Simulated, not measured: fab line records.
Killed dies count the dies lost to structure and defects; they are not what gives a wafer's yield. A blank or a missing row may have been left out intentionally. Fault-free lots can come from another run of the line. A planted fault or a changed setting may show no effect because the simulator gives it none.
Chamber matching	flow sky130	4 sister chambers for SKY_SONOS_ONO_ETCH_15 on rie diel-01
The step etches the open film in CHF3/O2, target depth 19.52 nm, time 7.8 s. 8 wafers are shown with their chamber, then 7 later ones without.

EACH WAFER AND ITS CHAMBER
wafer	chamber	oes product au (a.u.)	throttle valve pct (%)
L834.1	2	1.000	8.812
L834.6	1	0.991	8.824
L837.5	3	0.988	8.836
L843.1	1	1.005	8.808
L843.2	3	0.997	8.825
L843.3	0	1.000	8.819
L845.2	0	1.004	8.810
L845.3	2	1.005	8.819

WAFERS WITHOUT THEIR CHAMBER
wafer	oes product au (a.u.)	throttle valve pct (%)
L845.5	1.011	8.836
L847.2	0.992	8.818
L847.5	1.000	8.823
L847.6	0.992	8.818
L852.4	1.010	8.823
L852.5	1.011	8.848
L852.6	0.984	8.812

EACH ONE'S CHAMBER
wafer	from the rows above	in truth
L845.5	can't be placed: 2 or 3 or 0 or 1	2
L847.2	can't be placed: 1 or 3 or 0 or 2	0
L847.5	can't be placed: 1 or 2 or 0 or 3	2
L847.6	can't be placed: 1 or 3 or 0 or 2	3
L852.4	can't be placed: 2 or 0 or 1 or 3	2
L852.5	can't be placed: 3 or 2 or 0 or 1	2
L852.6	can't be placed: 1 or 3 or 0 or 2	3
0 of 7 placed correctly. Cannot be placed on the basis of these rows: 7; the candidates contain the true chamber in 7. Wrongly placed: 0.
How it was worked out, from the rows above alone: a wafer's distance from a chamber is the root of the sum, over the readings, of the square of ((its reading less the chamber's mean) divided by the reading's scatter). The wafer belongs to the nearest chamber; if the next one is less than 2 further off, it can't be placed. A chamber's mean is the mean of its shown wafers. The scatter: take each reading less its chamber's mean, square it, sum over the shown wafers, divide by the number of wafers less the number of chambers, and take the root.
